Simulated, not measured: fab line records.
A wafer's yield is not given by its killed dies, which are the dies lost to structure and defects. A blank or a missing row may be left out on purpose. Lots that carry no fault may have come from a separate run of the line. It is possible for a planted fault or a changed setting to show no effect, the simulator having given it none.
The same fault as seen by 2 desks | flow gf180mcu | each desk has only its own numbers; what lay behind them comes last

## TOOL OWNER'S DESK, iline-stepper-02
The tool's own readings at GF_LVPWELL_EXPOSE_04 (exposes mask LVPWELL, target cd 600 nm): means of the sampled wafers that have a number, for each lot that ran on this tool. Any lot whose mean is over 4 standard deviations away from the usual mean is out of limits and marked OUT; that distance is given in the brackets.
Columns: A = stage-vel-mm-s at GF_LVPWELL_EXPOSE_04, usual 500.03 mm/s
lot  | first seen here | A
L561 | day 3 19:43     | 499.99
L564 | day 4 13:01     | 500.49
L565 | day 4 20:42     | 499.90
L567 | day 5 05:41     | 499.75
L568 | day 5 08:48     | 499.83
This desk's verdict: no lot among the 5 shows anything out of limits.

## METROLOGY DESK
Lot by lot, what the gauges showed, no matter which tool ran the lot: averages of those sampled wafers that carry a number. Any lot whose mean is over 4 standard deviations away from the usual mean is out of limits and marked OUT; that distance is given in the brackets.
Columns: A = LVPWELL_OVL at GF_LVPWELL_OVL_MEAS_07, usual -0.1 nm; B = cd-nm at GF_POLY_GATE_CD_MEAS_10, usual 280.0 nm
lot  | first seen here | A                | B
L561 | day 4 02:16     | -1.8             | 280.1
L562 | day 4 06:50     | -0.3             | 280.8
L564 | day 4 19:29     | -1.3             | 278.7
L565 | day 5 03:37     | -141.4 (-88) OUT | 278.8
L567 | day 5 12:41     | -141.3 (-88) OUT | 280.5
L568 | day 5 15:45     | -140.3 (-88) OUT | 278.9
L575 | day 7 10:02     | -0.7             | 280.1
L576 | day 7 14:22     | -0.3             | 278.9
L577 | day 7 20:37     | 2.0              | 279.4
L579 | day 8 10:59     | 1.3              | 280.7
L582 | day 9 02:32     | 1.6              | 281.8
L583 | day 9 09:41     | 2.5              | 280.2
This desk reports L565, L567, L568 out of limits; the earliest was L565 at day 5 03:37 (LVPWELL_OVL at GF_LVPWELL_OVL_MEAS_07). L561, L562, L564, L575, L576, L577, L579, L582, L583: within limits.

## PUT TOGETHER
An alarm was possible from the metrology desk at day 5 03:37, on L565, L567, L568.
The desk of the tool owner found nothing out of limits.
On record at the tool owner's desk: L565, L567, L568, within its limits.
Every lot named ran GF_LVPWELL_EXPOSE_04 on iline-stepper-02.

## WHAT THE SIMULATOR HAD PUT IN
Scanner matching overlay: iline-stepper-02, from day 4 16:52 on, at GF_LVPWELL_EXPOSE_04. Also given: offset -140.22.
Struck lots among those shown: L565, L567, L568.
Delay in hours, fault start to first out-of-limits reading, per desk: metrology desk 11.
